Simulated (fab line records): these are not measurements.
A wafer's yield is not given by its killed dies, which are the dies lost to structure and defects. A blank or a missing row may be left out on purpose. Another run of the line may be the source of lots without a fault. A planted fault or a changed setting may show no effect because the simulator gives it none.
Comparing a struck lot with a sound one	flow sky130	37 out of 708 route steps
Sound: the wafers L761.3, L761.4, L761.6. Wafers L772.1, L772.3, L772.5 were the ones struck. The cause is named last.
Per side, at each step with rows, come the tool, then ch with its chambers, and then its first start. Under that, the readings that differ: sound wafers	struck wafers	difference of the means	sigmas: that difference in standard deviations of wafers without a fault.
alike: words and numbers the same on both sides, and readings whose means are apart by under 2 such deviations; not compared: readings that were withheld, readings missing a value for some wafer, numbers with overlapping values and no deviation given by the record, and bounds like >300 which may hide the same value.
A row with sigmas, a row that says differs or no value, or rows on one side alone: a step with any of these is where the two part. Numbers that have no deviation but don't overlap get no sigmas and don't part them. A reading that every wafer of one side lacks parts them only if that side has two wafers or more.

first, 10 steps without rows for these wafers: SKY_CAP2M_DEHYDRATE_05 (time 60 s); SKY_CAP2M_HMDS_06 (prime time 60 s); SKY_CAP2M_COAT_07 (resist thk 1140 nm); SKY_CAP2M_SOFTBAKE_08 (time 60 s); SKY_CAP2M_EXPOSE_09 (exposes mask CAP2M, target cd 1000 nm); SKY_CAP2M_PEB_10; SKY_CAP2M_DEVELOP_11 (develop time 60 s); SKY_CAP2M_METAL_ETCH_13 (etches TiN in Cl2/BCl3, stops on SiO2, target depth 220 nm, time 62.9 s); SKY_CAP2M_STRIP_14 (strips in O2/N2); SKY_CAP2M_STRIP_15 (strips in post etch residue remover, time 1200 s).
SKY_CAP2M_CLEAN_16: cleans in IPA, time 180 s.
  sound on wet_bench-03 ch 3, day 41 05:07; struck on wet_bench-03 ch 1, day 44 17:10
then, 25 steps without rows for these wafers: SKY_CAP2M_CLEAN_17 (cleans in O3/DIW); SKY_METAL4_DEHYDRATE_05 (time 60 s); SKY_METAL4_HMDS_06 (prime time 60 s); SKY_METAL4_COAT_07 (resist thk 60 nm); SKY_METAL4_COAT_08 (resist thk 1140 nm); SKY_METAL4_SOFTBAKE_09 (time 90 s); SKY_METAL4_EXPOSE_10 (exposes mask MM4, target cd 300 nm); SKY_METAL4_PEB_11; SKY_METAL4_DEVELOP_12 (develop time 60 s); SKY_METAL4_DESCUM_15 (chemistry O2, time 8 s); SKY_METAL4_ETCH_16 (etches BARC in N2/H2, stops on SiO2, time 88.2 s, target depth 60 nm); SKY_METAL4_ETCH_17 (etches SiO2 in C4F8/O2/Ar, stops on TiN, time 3.78 s, target depth 15 nm); SKY_METAL4_METAL_ETCH_18 (etches the open film in Cl2/BCl3, stops on SiO2, target depth 845 nm, time 183.1 s); SKY_METAL4_STRIP_19 (strips in O2/N2); SKY_METAL4_STRIP_20 (strips in post etch residue remover, time 1200 s); SKY_METAL4_CLEAN_21 (cleans in IPA, time 180 s); SKY_METAL4_CLEAN_22 (cleans in O3/DIW); SKY_VIA4_HDPCVD_00 (deposits SiO2, target thk 1750 nm, time 291.7 s); SKY_VIA4_CMP_02 (polishes SiO2); SKY_VIA4_DEHYDRATE_04 (time 60 s); SKY_VIA4_HMDS_05 (prime time 60 s); SKY_VIA4_COAT_06 (resist thk 1140 nm); SKY_VIA4_SOFTBAKE_07 (time 62.73 s); SKY_VIA4_EXPOSE_08 (exposes mask VIM4, target cd 800 nm); SKY_VIA4_PEB_09.
-- the record jumps here: 5 days lie between the struck wafers' starts before and after (it left off in module VIA4 and takes up again in module PAD_OPEN, whose first step shown is number 708 of the route) --
SKY_PAD_OPEN_PROBE_99:
  sound: prober-01 at day 46 03:56; struck: prober-02 at day 49 06:06
reading	sound	struck	difference	sigmas
hold	- - -	await_dispo/1.9h/release await_dispo/1.9h/release await_dispo/1.9h/release	no value on the sound wafers	
defect_limited_yield (%)	85.6 83.3 84.8	72.6 76.8 75.2	-9.7	-5
killed_at_other	0 1 0	49 50 41	+46	+89
killed_dies	71 82 75	135 114 122	+48	+5
sort_bin_3_pad_short (%)	1.0 0.4 1.0	2.0 3.0 2.8	+1.8	+4
sort_bin_5_function (%)	8.7 10.4 10.0	17.7 14.4 14.2	+5.7	+4
sort_bin_6_memory (%)	4.7 5.9 4.3	7.7 5.7 7.7	+2.1	+2
sort_n_pass	421 410 417	357 378 370	-48	-5
sort_yield_pct (%)	85.6 83.3 84.8	72.6 76.8 75.2	-9.7	-5
model.etest.tester.sort_n_pass	421 410 417	357 378 370	-48	
model.etest.tester.sort_yield_pct (%)	85.57 83.33 84.76	72.56 76.83 75.2	-9.69	
model.etest.tester.sort_bin_5_pct (%)	8.74 10.37 9.959	17.68 14.43 14.23	+5.76	
model.etest.tester.sort_bin_3_pct (%)	1.016 0.4065 1.016	2.033 3.049 2.846	+1.830	
  alike: killed_at_M0_to_M3, killed_at_M4_up, killed_at_contacts, killed_at_front_end, killed_open, killed_short

== WHERE THEY PART ==
At SKY_PAD_OPEN_PROBE_99 and nowhere else, as far as this record goes.

WHY: the cause the simulator had injected
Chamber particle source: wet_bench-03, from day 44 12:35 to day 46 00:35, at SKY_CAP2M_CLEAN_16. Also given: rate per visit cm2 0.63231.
